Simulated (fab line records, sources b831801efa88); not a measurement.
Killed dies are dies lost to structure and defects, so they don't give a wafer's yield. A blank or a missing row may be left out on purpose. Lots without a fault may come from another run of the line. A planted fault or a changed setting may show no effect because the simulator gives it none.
Which tool did it? | flow sky130 | 13 lots, 39 wafers sampled, at 3 steps of a route of 708

WHAT THE GAUGES READ, wafer by wafer
SKY_NWELL_THK_MEAS_02. Usual: NWELL_OXIDATION_THK 9.92 nm, standard deviation 0.18.
lot  | measured    | on            | NWELL_OXIDATION_THK (nm) | flag
L900 | day 2 16:40 | film_metro-02 | 9.95 9.94 10.12          |
L902 | day 2 23:24 | film_metro-03 | 9.97 10.03 9.99          |
L905 | day 3 15:31 | film_metro-03 | 10.11 10.12 10.02        |
L906 | day 3 18:14 | film_metro-01 | 9.61 9.71 9.64           |
L909 | day 4 11:04 | film_metro-03 | 9.96 9.92 10.07          |
L914 | day 5 12:04 | film_metro-03 | 9.83 10.01 9.94          |
L915 | day 5 16:49 | film_metro-03 | 10.24 10.33 10.19        |
L917 | day 6 05:16 | film_metro-01 | 10.18 10.04 10.13        |
L918 | day 6 12:36 | film_metro-02 | 9.88 9.84 9.83           |
L923 | day 7 22:11 | film_metro-03 | 9.76 9.74 9.89           |
L920 | day 7 22:13 | film_metro-02 | 9.61 9.65 9.66           |
L922 | day 7 22:16 | film_metro-03 | 9.90 9.78 9.84           |
L919 | day 7 22:38 | film_metro-03 | 9.89 9.92 10.15          |

SKY_NWELL_RS_MEAS_29: measures by four-point-probe. Usual: NWELL_RS 624.9 ohm/sq, standard deviation 1.3.
lot  | measured     | on            | NWELL_RS (ohm/sq) | flag
L900 | day 5 13:01  | film_metro-03 | 625.2 624.2 626.3 |
L902 | day 5 20:54  | film_metro-02 | 626.3 623.1 623.7 |
L905 | day 6 13:47  | film_metro-03 | 622.5 624.2 625.3 |
L906 | day 6 14:41  | film_metro-01 | 624.1 625.7 624.6 |
L909 | day 7 09:29  | film_metro-02 | 625.7 627.6 624.4 |
L914 | day 8 14:53  | film_metro-01 | 625.7 623.2 624.6 |
L915 | day 8 19:04  | film_metro-01 | 624.9 625.3 622.5 |
L917 | day 9 10:53  | film_metro-01 | 626.8 626.5 625.0 |
L918 | day 9 20:02  | film_metro-03 | 628.4 625.8 627.2 |
L923 | day 11 13:28 | film_metro-01 | 627.1 626.3 625.4 |
L920 | day 11 13:52 | film_metro-03 | 623.1 623.9 622.9 |
L922 | day 11 15:00 | film_metro-03 | 624.0 625.6 623.5 |
L919 | day 11 15:52 | film_metro-03 | 624.4 622.6 622.1 |

WHICH TOOL RAN EACH LOT (tool, then ch and the chambers of the sampled wafers, then the start)
lot  | SKY_FIELD_ISO_CMP_27
L900 | cmp-01 ch 1,2,3, day 2 12:28
L902 | cmp-02 ch 0,3, day 2 20:43
L905 | cmp-01 ch 0,1, day 3 12:46
L906 | cmp-02 ch 1,2,3, day 3 15:51
L909 | cmp-01 ch 0,2,3, day 4 07:48
L914 | cmp-01 ch 0,1,2, day 5 09:46
L915 | cmp-01 ch 2,3, day 5 14:20
L917 | cmp-02 ch 0,1,2, day 6 02:52
L918 | cmp-01 ch 0,1, day 6 06:45
L923 | cmp-02 ch 0,2,3, day 7 18:46
L920 | cmp-02 ch 0,1,2, day 7 19:04
L922 | cmp-02 ch 0,1,2, day 7 19:22
L919 | cmp-02 ch 0,2,3, day 7 20:07
- SKY_FIELD_ISO_CMP_27: polishes, stops on Si3N4, t overpolish 16 s, target thk 457.8 nm.

WHAT THE TOOLS THEMSELVES READ (means of the sampled wafers that have a number; where no wafer has one, the mark that the record gives instead)
SKY_FIELD_ISO_CMP_27. Usual: edge_zone_pressure_frac 1.000, standard deviation 0.0048; motor_current_A 12.2 A, standard deviation 0.79; overpolish_run_s 15.998 s, standard deviation 0.0085; slurry_filter_dp_kPa 13.51 kPa, standard deviation 0.12; time_to_endpoint_s 113 s, standard deviation 8.3.
lot  | tool   | edge_zone_pressure_frac | motor_current_A (A) | overpolish_run_s (s) | slurry_filter_dp_kPa (kPa) | time_to_endpoint_s (s) | flag
L900 | cmp-01 | 0.996                   | 12.5                | 15.994               | 13.37                      | 121                    |
L902 | cmp-02 | 1.007                   | 12.2                | 15.999               | 13.36                      | 106                    |
L905 | cmp-01 | 1.002                   | 12.4                | 15.993               | 13.52                      | 122                    |
L906 | cmp-02 | 1.002                   | 12.0                | 16.001               | 13.49                      | 107                    |
L909 | cmp-01 | 1.002                   | 12.1                | 16.000               | 13.49                      | 122                    |
L914 | cmp-01 | 1.003                   | 12.6                | 15.992               | 13.43                      | 117                    |
L915 | cmp-01 | 1.000                   | 12.2                | 16.000               | 13.49                      | 124                    |
L917 | cmp-02 | 1.001                   | 12.7                | 15.999               | 13.48                      | 107                    |
L918 | cmp-01 | 0.998                   | 12.7                | 15.995               | 13.68                      | 123                    |
L923 | cmp-02 | 1.004                   | 11.7                | 15.995               | 13.58                      | 105                    |
L920 | cmp-02 | 0.995                   | 12.9                | 16.004               | 13.51                      | 105                    |
L922 | cmp-02 | 1.000                   | 12.2                | 16.002               | 13.72                      | 108                    |
L919 | cmp-02 | 0.995                   | 11.4                | 15.996               | 13.46                      | 107                    |

THE ANSWER, worked out from the rows above alone
Rule: a lot is off if the mean of its wafers that have a number lies more than 3 standard deviations from the usual mean. A lot without any number at a reading at which 4 lots or more have one is off too. The other lots that the step has rows for count as sound. The gauges are gone through in route order, then the tools' own readings, and for those a lot's mean is taken as printed above. The first step at which some lot is off is used, and at that step the reading that is off furthest; a lot without a number counts as furthest.
No lot is off at any reading shown: from this, nothing can be told.

WHAT THE SIMULATOR HAD PUT IN
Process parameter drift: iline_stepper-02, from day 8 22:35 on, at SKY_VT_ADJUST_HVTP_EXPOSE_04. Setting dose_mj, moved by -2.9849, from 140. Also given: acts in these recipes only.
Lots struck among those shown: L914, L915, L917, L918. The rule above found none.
